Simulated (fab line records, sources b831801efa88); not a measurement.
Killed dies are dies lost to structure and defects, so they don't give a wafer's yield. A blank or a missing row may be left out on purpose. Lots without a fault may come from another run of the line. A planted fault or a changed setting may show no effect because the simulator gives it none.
fab line records | flow sky130
record lots=12 wafers=36 last_day=50
route steps=708 shown SONOS_ONO@181 POLY_GATE@228 LDD_N@246 PAD_OPEN@708
lots that met no fault: from a run of the same line without faults
start_h: hours from the record's first day to the start of the lot's first wafer shown | wait_h: hours since the lot's step before | " the same as in the row above | L1.1+2: a row that stands for several wafers | - no value, or no start given | * or withheld: withheld | < > ~ a bound
route shown NAME@n: a module of which the file shows steps, and the number in the route of the first | usual: mean/standard deviation of fault-free wafers | same: alike in all rows | chamber/n: place in a boat | sites: the reading at each site | _std_site: their standard deviation | _edge_site: outer sites' mean less inner sites' | radius_mm: how far each site lies from the wafer's centre | mask NAME#n: copy n | behind: the tool/chamber that last shaped the wafer | hold: why the lot was held/for how many hours/how that ended | device: the transistor (n, p or np) that didn't switch | end of line: the same wafers' tests at the end of the route | a step without rows: its recipe alone | killed: dies lost to structure and defects at the first sort, not the wafer's yield | map: a wafer's dies, x killed, . not, _ none there
set.NAME: the setting as run; set.NAME@STEP: as run at that earlier step | model.NAME: the simulator's own value behind a step, which no gauge read
steps of the route over a sample of lots; a table a step, a row a wafer
services: from which hour (start_h, from the record's first day; less than 0 if before it) a tool's chamber was out of use, for how many hours, and why
## steps
# step SKY_SONOS_ONO_CD_MEAS_13
# recipe target_cd_nm=410
# usual cd_nm=409.5/2.3
# columns lot.wafer tool chamber start_h wait_h cd_nm
L325.3 cd_sem-01 - 290.65 0.1 412.2
L325.5 " - " " 411.6
L325.6 " - " " 411.3
L326.1 cd_sem-01 - 303.87 0.1 407.4
L326.2 " - " " 408.1
L326.4 " - " " 405.4
L327.2 cd_sem-02 - 310.29 0.1 409.1
L327.3 " - " " 411.2
L327.5 " - " " 409.7
L329.1 cd_sem-01 - 322.36 0.1 406.2
L329.3 " - " " 406.5
L329.5 " - " " 405.6
L330.1 cd_sem-02 - 334.26 0.1 413.5
L330.2 " - " " 411.6
L330.3 " - " " 411.8
L331.1 cd_sem-02 - 339.27 0.1 409.4
L331.4 " - " " 408.4
L331.6 " - " " 409.7
L332.1 cd_sem-01 - 350.56 0.1 407.1
L332.5 " - " " 404.6
L332.6 " - " " 406.8
L336.3 cd_sem-01 - 383.05 0.1 412.8
L336.4 " - " " 411.8
L336.6 " - " " 411.1
L340.1 cd_sem-02 - 412.62 0.1 405.1
L340.2 " - " " 403.9
L340.5 " - " " 405.3
L341.1 cd_sem-02 - 422.56 0.1 408.8
L341.2 " - " " 409.7
L341.6 " - " " 409.9
L343.1 cd_sem-02 - 446.61 0.1 411.7
L343.2 " - " " 410.5
L343.4 " - " " 410.7
L345.3 cd_sem-02 - 467.10 0.1 411.2
L345.4 " - " " 409.8
L345.5 " - " " 408.9
# step SKY_SONOS_ONO_OVL_MEAS_14
# usual SONOS_ONO_OVL=0.2/1.1
# columns lot.wafer tool chamber start_h wait_h SONOS_ONO_OVL[nm]
L325.3 overlay-01 - 290.75 0.1 -1.5
L325.5 " - " " -0.3
L325.6 " - " " -0.2
L326.1 overlay-02 - 303.99 0.1 0.2
L326.2 " - " " 1.3
L326.4 " - " " 1.6
L327.2 overlay-02 - 310.39 0.1 -0.1
L327.3 " - " " -0.5
L327.5 " - " " 0.8
L329.1 overlay-02 - 322.48 0.1 1.0
L329.3 " - " " 0.2
L329.5 " - " " -0.2
L330.1 overlay-02 - 334.38 0.1 0.1
L330.2 " - " " 2.3
L330.3 " - " " 2.4
L331.1 overlay-02 - 339.39 0.1 -0.6
L331.4 " - " " -1.4
L331.6 " - " " 1.7
L332.1 overlay-01 - 350.68 0.1 -1.8
L332.5 " - " " -1.9
L332.6 " - " " -0.9
L336.3 overlay-02 - 383.14 0.1 2.1
L336.4 " - " " 1.1
L336.6 " - " " 0.2
L340.1 overlay-01 - 412.74 0.1 1.9
L340.2 " - " " 1.3
L340.5 " - " " -0.3
L341.1 overlay-02 - 422.68 0.1 0.7
L341.2 " - " " 0.8
L341.6 " - " " 0.0
L343.1 overlay-02 - 446.73 0.1 -1.7
L343.2 " - " " -0.6
L343.4 " - " " -1.7
L345.3 overlay-02 - 467.19 0.1 1.1
L345.4 " - " " 0.5
L345.5 " - " " 0.8
# step SKY_POLY_GATE_OVL_MEAS_14
# usual POLY_GATE_OVL=0/4.2
# columns lot.wafer tool chamber start_h wait_h POLY_GATE_OVL[nm]
L325.3 overlay-02 - 381.00 0.1 -4
L325.5 " - " " -1
L325.6 " - " " -1
L326.1 overlay-01 - 395.04 0.1 -4
L326.2 " - " " -5
L326.4 " - " " -4
L327.2 overlay-01 - 404.90 0.1 0
L327.3 " - " " -1
L327.5 " - " " 2
L329.1 overlay-02 - 417.44 0.1 2
L329.3 " - " " -7
L329.5 " - " " 7
L330.1 overlay-01 - 428.18 0.1 0
L330.2 " - " " 4
L330.3 " - " " 0
L331.1 overlay-02 - 436.59 0.1 -7
L331.4 " - " " 4
L331.6 " - " " -1
L332.1 overlay-01 - 448.23 0.1 -4
L332.5 " - " " -1
L332.6 " - " " -4
L336.3 overlay-01 - 483.85 0.1 -1
L336.4 " - " " 6
L336.6 " - " " 0
L340.1 overlay-02 - 515.88 0.1 -4
L340.2 " - " " 0
L340.5 " - " " 2
L341.1 overlay-01 - 520.18 0.1 -4
L341.2 " - " " 0
L341.6 " - " " 0
L343.1 overlay-01 - 547.18 0.1 7
L343.2 " - " " -3
L343.4 " - " " -1
L345.3 overlay-02 - 564.19 0.1 -2
L345.4 " - " " -3
L345.5 " - " " 0
# step SKY_LDD_N_IMPLANT_09
# recipe species=As energy_kev=20 dose_cm2=7.5e+13 tilt_deg=withheld rotation_deg=113
# usual beam_on_s=9.99/0.2 dose_ions_cm2=7.5e+13/9.1e+10 faraday_current_uA=423/8.3
# same implant_ion_amu=75
# columns lot.wafer tool chamber start_h wait_h beam_on_s dose_ions_cm2 faraday_current_uA
L325.3 implanter-02 0 413.90 0.1 9.86 7.497e+13 430
L325.5 " 0 " " 9.98 7.504e+13 423
L325.6 " 0 " " 9.78 7.501e+13 432
L326.1 implanter-04 0 429.50 0.1 9.76 7.489e+13 433
L326.2 " 0 " " 10.02 7.506e+13 422
L326.4 " 0 " " 10.23 7.5e+13 412
L327.2 implanter-02 0 438.32 0.1 9.99 7.486e+13 425
L327.3 " 0 " " 9.97 7.51e+13 423
L327.5 " 0 " " 9.88 7.495e+13 428
L329.1 implanter-03 0 450.79 0.1 10.01 7.513e+13 422
L329.3 " 0 " " 10.17 7.506e+13 416
L329.5 " 0 " " 9.98 7.5e+13 424
L330.1 implanter-04 0 461.10 0.1 9.95 7.502e+13 425
L330.2 " 0 " " 9.87 7.513e+13 428
L330.3 " 0 " " 9.75 7.498e+13 435
L331.1 implanter-04 0 469.85 0.1 10.05 7.499e+13 421
L331.4 " 0 " " 9.87 7.496e+13 427
L331.6 " 0 " " 10.01 7.5e+13 423
L332.1 implanter-04 0 483.40 0.1 9.93 7.521e+13 427
L332.5 " 0 " " 9.90 7.495e+13 427
L332.6 " 0 " " 9.65 7.503e+13 437
L336.3 implanter-04 0 516.90 0.1 11.75 1.2224e+14 587
L336.4 " 0 " " 11.44 1.2215e+14 599
L336.6 " 0 " " 11.84 1.2232e+14 583
L340.1 implanter-02 0 548.94 0.1 9.75 7.499e+13 432
L340.2 " 0 " " 10.27 7.493e+13 412
L340.5 " 0 " " 9.81 7.506e+13 432
L341.1 implanter-04 0 551.40 0.1 11.61 1.222e+14 592
L341.2 " 0 " " 12.02 1.2218e+14 575
L341.6 " 0 " " 11.64 1.2226e+14 593
L343.1 implanter-03 0 578.44 0.1 9.91 7.523e+13 425
L343.2 " 0 " " 9.97 7.509e+13 424
L343.4 " 0 " " 9.95 7.507e+13 425
L345.3 implanter-02 0 594.90 0.1 10.23 7.49e+13 415
L345.4 " 0 " " 9.89 7.493e+13 428
L345.5 " 0 " " 9.71 7.503e+13 436
# step SKY_LDD_N_STRIP_16
# recipe chemistry=O2/N2 power_w=1400 pressure_mtorr=1500 platen_temp_c=withheld o2_flow_sccm=3000 n2_flow_sccm=300 overash_fraction=0.5
# usual drypump_motor_current_A=5.7/0.5 oes_product_au=0.406/0.0046 strip_time_to_endpoint_s=4.317/0.014
# columns lot.wafer tool chamber start_h wait_h drypump_motor_current_A oes_product_au rf_hours_counter_h strip_time_to_endpoint_s
L325.3 plasma_asher-01 1 414.93 0.1 4.9 0.403 - 4.305
L325.5 " 1 " " 4.9 0.408 - 4.282
L325.6 " 0 " " 5.8 0.399 - 4.314
L326.1 plasma_asher-01 0 430.55 0.1 5.8 0.406 32 4.326
L326.2 " 1 " " 4.9 0.400 32 4.332
L326.4 " 0 " " 5.8 0.406 - 4.338
L327.2 plasma_asher-01 0 439.35 0.1 5.8 0.401 33 4.325
L327.3 " 0 " " 5.8 0.405 - 4.334
L327.5 " 0 " " 5.8 0.406 - 4.321
L329.1 plasma_asher-02 0 451.84 0.1 5.9 0.411 3 4.332
L329.3 " 1 " " 5.1 0.409 - 4.335
L329.5 " 0 " " 5.9 0.411 - 4.344
L330.1 plasma_asher-02 0 462.15 0.1 5.8 0.408 4 4.344
L330.2 " 1 " " 5.1 0.401 4 4.314
L330.3 " 1 " " 5.2 0.404 - 4.312
L331.1 plasma_asher-02 1 470.90 0.1 5.1 0.405 5 4.308
L331.4 " 1 " " 5.1 0.411 - 4.295
L331.6 " 1 " " 5.1 0.399 - 4.307
L332.1 plasma_asher-03 1 484.45 0.1 6.2 0.408 83 4.329
L332.5 " 0 " " 6.2 0.415 - 4.331
L332.6 " 1 " " 6.2 0.418 - 4.313
L336.3 plasma_asher-03 0 517.93 0.1 6.2 0.411 - 4.455
L336.4 " 1 " " 6.2 0.409 - 4.445
L336.6 " 1 " " 6.2 0.412 - 4.436
L340.1 plasma_asher-01 0 549.99 0.1 5.8 0.406 47 4.319
L340.2 " 1 " " 4.9 0.408 47 4.308
L340.5 " 0 " " 5.8 0.406 - 4.323
L341.1 plasma_asher-03 0 552.45 0.1 6.2 0.402 91 4.441
L341.2 " 1 " " 6.2 0.407 91 4.436
L341.6 " 1 " " 6.2 0.399 - 4.446
L343.1 plasma_asher-01 0 579.49 0.1 5.8 0.415 50 4.313
L343.2 " 1 " " 4.9 0.405 50 4.331
L343.4 " 1 " " 4.9 0.410 - 4.333
L345.3 plasma_asher-01 0 595.93 0.1 5.8 0.405 - 4.299
L345.4 " 1 " " 4.9 0.403 - 4.310
L345.5 " 1 " " 4.9 0.413 - 4.312
# step SKY_LDD_N_TW_MEAS_17
# usual LDD_N_TW=2593/11
# columns lot.wafer tool chamber start_h wait_h LDD_N_TW
L325.3 film_metro-03 - 415.02 0.1 2594
L325.5 " - " " 2585
L325.6 " - " " 2592
L326.1 film_metro-03 - 430.65 0.1 2576
L326.2 " - " " 2592
L326.4 " - " " 2587
L327.2 film_metro-03 - 439.46 0.1 2575
L327.3 " - " " 2580
L327.5 " - " " 2591
L329.1 film_metro-03 - 451.94 0.1 2587
L329.3 " - " " 2582
L329.5 " - " " 2586
L330.1 film_metro-01 - 462.25 0.1 2608
L330.2 " - " " 2592
L330.3 " - " " 2582
L331.1 film_metro-03 - 471.00 0.1 2605
L331.4 " - " " 2589
L331.6 " - " " 2614
L332.1 film_metro-02 - 484.55 0.1 2592
L332.5 " - " " 2591
L332.6 " - " " 2602
L336.3 film_metro-03 - 518.02 0.1 2666
L336.4 " - " " 2652
L336.6 " - " " 2665
L340.1 film_metro-02 - 550.09 0.1 2589
L340.2 " - " " 2583
L340.5 " - " " 2598
L341.1 film_metro-01 - 552.55 0.1 2649
L341.2 " - " " 2643
L341.6 " - " " 2646
L343.1 film_metro-01 - 579.59 0.1 2590
L343.2 " - " " 2595
L343.4 " - " " 2595
L345.3 film_metro-01 - 596.02 0.1 2585
L345.4 " - " " 2597
L345.5 " - " " 2573
# step SKY_PAD_OPEN_PROBE_99
# usual killed_at_M0_to_M3=43/7 killed_at_M4_up=3.0/1.9 killed_at_contacts=24/4.6 killed_at_front_end=15/4.1 killed_at_other=0.3/0.52 killed_dies=84/9.7 killed_open=46/6.9 killed_short=38/6.8
# same gross_dies=492 killed_at_back_side=0
# columns lot.wafer tool chamber start_h wait_h killed_at_M0_to_M3 killed_at_M4_up killed_at_contacts killed_at_front_end killed_at_other killed_dies killed_open killed_short
L326.1 prober-02 - 1094.24 0.1 42 5 18 9 1 75 42 33
L326.2 prober-02 - 1094.29 0.1 47 1 20 8 1 77 45 32
L326.4 prober-02 - 1094.39 0.2 45 8 16 13 2 84 40 44
L330.1 prober-02 - 1116.20 0.1 53 1 24 14 0 92 45 46
L330.2 prober-02 - 1116.25 0.1 52 2 26 21 0 101 53 47
L330.3 prober-02 - 1116.30 0.2 40 1 28 18 1 88 43 45
L336.3 prober-01 - 1151.03 0.2 47 5 15 16 1 84 43 38
L336.4 prober-01 - 1151.08 0.2 43 4 13 13 0 73 45 27
L336.6 prober-01 - 1151.18 0.2 33 0 19 16 0 68 39 28
L340.1 prober-01 - 1169.28 0.1 47 4 27 11 0 89 54 35
L340.2 prober-01 - 1169.33 0.1 39 1 34 8 0 82 50 32
L340.5 prober-01 - 1169.48 0.2 54 1 21 15 1 92 50 40
L341.1 prober-02 - 1174.78 0.1 37 2 27 27 0 93 57 36
L341.2 prober-02 - 1174.83 0.1 46 2 19 25 1 93 63 30
L341.6 prober-02 - 1175.03 0.2 47 0 17 14 1 79 43 36
L343.1 prober-02 - 1185.17 0.1 42 3 30 16 1 92 57 33
L343.2 prober-02 - 1185.22 0.1 37 1 22 10 0 70 43 27
L343.4 prober-02 - 1185.32 0.2 35 1 18 13 1 68 47 21
# killed by level:class
L326.1 VIA1:geometric_particle:open=9 VIA3:geometric_particle:open=7 CONTACT:geometric_particle:open=6 METAL1:geometric_particle:short=6 LI_CONTACT:geometric_particle:open=4 LOCAL_INTERCONNECT:geometric_particle:open=4 VIA2:geometric_particle:short=4 VIA1:geometric_particle:short=4
L326.2 VIA1:geometric_particle:open=9 VIA3:geometric_particle:open=9 VIA2:geometric_particle:open=7 LI_CONTACT:geometric_particle:open=6 METAL2:geometric_particle:short=5 CONTACT:geometric_particle:open=5 LOCAL_INTERCONNECT:geometric_particle:short=4 CONTACT:geometric_particle:short=4
L326.4 VIA1:geometric_particle:open=12 VIA3:geometric_particle:short=7 VIA1:geometric_particle:short=7 CONTACT:geometric_particle:open=6 METAL4:geometric_particle:short=6 CONTACT:geometric_particle:short=5 VIA2:geometric_particle:open=5 FIELD_ISO:geometric_particle:short=4
L330.1 VIA2:geometric_particle:open=11 VIA1:geometric_particle:short=11 CONTACT:geometric_particle:open=10 VIA3:geometric_particle:open=7 METAL1:geometric_particle:short=6 CONTACT:geometric_particle:short=5 VIA2:geometric_particle:short=5 FIELD_ISO:geometric_particle:open=4
L330.2 CONTACT:geometric_particle:open=10 VIA1:geometric_particle:open=8 METAL1:geometric_particle:short=7 VIA2:geometric_particle:open=7 LI_CONTACT:geometric_particle:open=7 VIA1:geometric_particle:short=6 METAL2:geometric_particle:short=6 VIA3:geometric_particle:open=6
L330.3 LI_CONTACT:geometric_particle:open=9 CONTACT:geometric_particle:open=7 FIELD_ISO:geometric_particle:short=6 VIA1:geometric_particle:open=6 METAL1:geometric_particle:short=5 VIA2:geometric_particle:open=5 VIA1:geometric_particle:short=5 VIA3:geometric_particle:open=5
L336.3 VIA1:geometric_particle:open=11 VIA2:geometric_particle:open=11 METAL2:geometric_particle:short=10 FIELD_ISO:geometric_particle:open=5 CONTACT:geometric_particle:short=5 VIA1:geometric_particle:short=4 VIA3:geometric_particle:short=4 VIA3:geometric_particle:open=4
L336.4 VIA1:geometric_particle:open=14 CONTACT:geometric_particle:open=6 METAL1:geometric_particle:short=5 FIELD_ISO:geometric_particle:open=4 METAL1:geometric_particle:open=4 METAL2:geometric_particle:open=4 METAL2:geometric_particle:short=4 VIA2:geometric_particle:short=4
L336.6 VIA1:geometric_particle:open=8 LI_CONTACT:geometric_particle:open=6 CONTACT:geometric_particle:open=5 CONTACT:geometric_particle:short=5 VIA2:geometric_particle:open=5 VIA3:geometric_particle:open=5 POLY_GATE:geometric_particle:short=4 FIELD_ISO:geometric_particle:short=3
L340.1 CONTACT:geometric_particle:open=15 VIA3:geometric_particle:open=9 VIA1:geometric_particle:open=8 CONTACT:geometric_particle:short=5 LI_CONTACT:geometric_particle:open=4 VIA3:geometric_particle:short=4 VIA1:geometric_particle:short=4 VIA2:geometric_particle:short=4
L340.2 CONTACT:geometric_particle:open=18 VIA1:geometric_particle:open=14 CONTACT:geometric_particle:short=10 METAL1:geometric_particle:short=8 VIA3:geometric_particle:open=5 POLY_GATE:geometric_particle:open=4 METAL2:geometric_particle:short=4 FIELD_ISO:geometric_particle:open=2
L340.5 VIA1:geometric_particle:open=14 METAL1:geometric_particle:short=11 VIA3:geometric_particle:open=9 CONTACT:geometric_particle:open=6 LI_CONTACT:geometric_particle:open=5 FIELD_ISO:geometric_particle:open=4 POLY_GATE:geometric_particle:open=4 LOCAL_INTERCONNECT:geometric_particle:short=4
L341.1 CONTACT:geometric_particle:open=14 FIELD_ISO:geometric_particle:open=9 VIA2:geometric_particle:open=7 VIA3:geometric_particle:open=7 FIELD_ISO:geometric_particle:short=6 CONTACT:geometric_particle:short=6 METAL1:geometric_particle:short=6 SPACER:geometric_particle:open=5
L341.2 VIA1:geometric_particle:open=10 VIA2:geometric_particle:open=9 CONTACT:geometric_particle:open=8 VIA3:geometric_particle:open=7 POLY_GATE:geometric_particle:open=6 LI_CONTACT:geometric_particle:open=5 FIELD_ISO:geometric_particle:open=4 SPACER:geometric_particle:short=4
L341.6 VIA1:geometric_particle:open=14 METAL1:geometric_particle:short=8 LI_CONTACT:geometric_particle:open=6 VIA3:geometric_particle:open=6 CONTACT:geometric_particle:short=5 POLY_GATE:geometric_particle:open=4 POLY_GATE:geometric_particle:short=4 CONTACT:geometric_particle:open=4
L343.1 VIA1:geometric_particle:open=14 CONTACT:geometric_particle:open=10 LI_CONTACT:geometric_particle:open=9 VIA3:geometric_particle:open=8 POLY_GATE:geometric_particle:short=6 LOCAL_INTERCONNECT:geometric_particle:short=6 VIA2:geometric_particle:open=5 METAL2:geometric_particle:short=4
L343.2 VIA1:geometric_particle:open=12 LI_CONTACT:geometric_particle:open=9 VIA3:geometric_particle:open=9 CONTACT:geometric_particle:open=5 FIELD_ISO:geometric_particle:open=4 CONTACT:geometric_particle:short=4 METAL2:geometric_particle:short=4 METAL3:geometric_particle:short=4
L343.4 VIA1:geometric_particle:open=13 CONTACT:geometric_particle:open=9 POLY_GATE:geometric_particle:open=5 LI_CONTACT:geometric_particle:open=5 METAL2:geometric_particle:short=5 VIA2:geometric_particle:open=4 VIA3:geometric_particle:open=4 FIELD_ISO:geometric_particle:open=2
## services
# columns tool chamber start_h hours kind
implanter-03 - 397.75 0.7 repair
implanter-03 - 405.84 2.9 pm
plasma_asher-02 - 421.25 9.0 pm
plasma_asher-02 0 421.25 9.0 vent_cycle
plasma_asher-02 1 421.25 9.0 vent_cycle
plasma_asher-02 0 430.25 - clean
plasma_asher-02 1 430.25 - clean
implanter-02 - 455.24 3.4 repair
implanter-03 - 459.80 2.9 pm
plasma_asher-02 - 496.16 26.5 repair
implanter-04 - 522.45 1.9 repair
plasma_asher-03 - 527.00 1.8 repair
implanter-03 - 538.70 3.5 pm
plasma_asher-02 - 539.48 14.2 repair
implanter-02 - 578.53 4.3 pm
## key
first_sign step=SKY_LDD_N_IMPLANT_09 reading=dose_ions_cm2 direction=up sigmas=99+ usual=* struck=*
effect step=SKY_LDD_N_IMPLANT_09 reading=faraday_current_uA direction=up sigmas=20 usual=423 struck=588
effect step=SKY_LDD_N_STRIP_16 reading=strip_time_to_endpoint_s direction=up sigmas=9.3 usual=* struck=*
effect step=SKY_LDD_N_TW_MEAS_17 reading=LDD_N_TW direction=up sigmas=5.5 usual=2593 struck=2653
met_at SKY_LDD_N_IMPLANT_09
struck_lots L336,L341
tester_left_out L336,L341
not_acting_at SKY_SONOS_ONO_CD_MEAS_13,SKY_SONOS_ONO_OVL_MEAS_14,SKY_POLY_GATE_OVL_MEAS_14
onset_between 483.40 516.90
fault kind=process_parameter_drift tool=implanter-04 chamber=- onset_h=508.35 steps=SKY_LDD_N_IMPLANT_09 channel=dose_cm2 offset=* shape=step end_h=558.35 acts_in=* stated=*
# tester_left_out: of these lots the tester's yield and bins aren't shown, on N5 and GAA mostly nor the transistor test; their killed dies are dies lost to structure and defects alone, not to doping, threshold or leakage, so they don't give the yield
